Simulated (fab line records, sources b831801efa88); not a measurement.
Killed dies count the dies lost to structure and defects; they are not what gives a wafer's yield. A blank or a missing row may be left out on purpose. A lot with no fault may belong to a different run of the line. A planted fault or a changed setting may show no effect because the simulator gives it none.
What tool caused it? / flow sky130 / 6 lots with 18 wafers sampled at 2 steps, on a route of 708 steps

## WHAT EACH GAUGE READ, for each wafer
SKY_POLY_GATE_CD_MEAS_13: the cd target is 150 nm.
lot=L472; measured=day 16 15:59; on=cdSem-01; cdNm (nm)=150.3 151.8 151.9
lot=L477; measured=day 18 13:56; on=cdSem-01; cdNm (nm)=150.3 149.9 151.2
lot=L484; measured=day 21 22:28; on=cdSem-02; cdNm (nm)=148.7 150.1 148.9
lot=L489; measured=day 23 02:41; on=cdSem-02; cdNm (nm)=149.4 151.8 150.3
lot=L491; measured=day 23 18:43; on=cdSem-01; cdNm (nm)=152.9 151.5 152.6
lot=L494; measured=day 24 19:05; on=cdSem-02; cdNm (nm)=151.2 150.8 152.4

## WHAT TOOL EACH LOT RAN ON (gives the tool, then ch and the chambers of the sampled wafers, and finally the start)
lot=L472; SKY_RES_PROTECT_STRIP_07=plasmaAsher-01 ch 0,1, day 15 11:17
lot=L477; SKY_RES_PROTECT_STRIP_07=plasmaAsher-01 ch 0,1, day 17 06:13
lot=L484; SKY_RES_PROTECT_STRIP_07=plasmaAsher-02 ch 0,1, day 20 13:20
lot=L489; SKY_RES_PROTECT_STRIP_07=plasmaAsher-04 ch 0, day 21 18:20
lot=L491; SKY_RES_PROTECT_STRIP_07=plasmaAsher-02 ch 0,1, day 22 09:13
lot=L494; SKY_RES_PROTECT_STRIP_07=plasmaAsher-04 ch 0,1, day 23 11:08
- SKY_RES_PROTECT_STRIP_07: strips in O2/N2.

## THE ANSWER, worked out from the rows above alone
Rule: the usual values come from the lots themselves. Put in order of their means at a reading, lots are off if they are a third of the lots or fewer, leave a main group of 4 or more, and stand apart from it by a gap of 3 or more times the standard deviation of the main group's means; of several such gaps the widest counts. The tables above print the reading to a certain number of digits; a main group whose means all agree to those digits is not used. Also off: a lot with no number at a reading for which 4 or more lots have one. All remaining lots with rows at the step are treated as sound.
No lot is off at any reading shown: from this, nothing can be told.

## WHAT WAS PUT IN BY THE SIMULATOR
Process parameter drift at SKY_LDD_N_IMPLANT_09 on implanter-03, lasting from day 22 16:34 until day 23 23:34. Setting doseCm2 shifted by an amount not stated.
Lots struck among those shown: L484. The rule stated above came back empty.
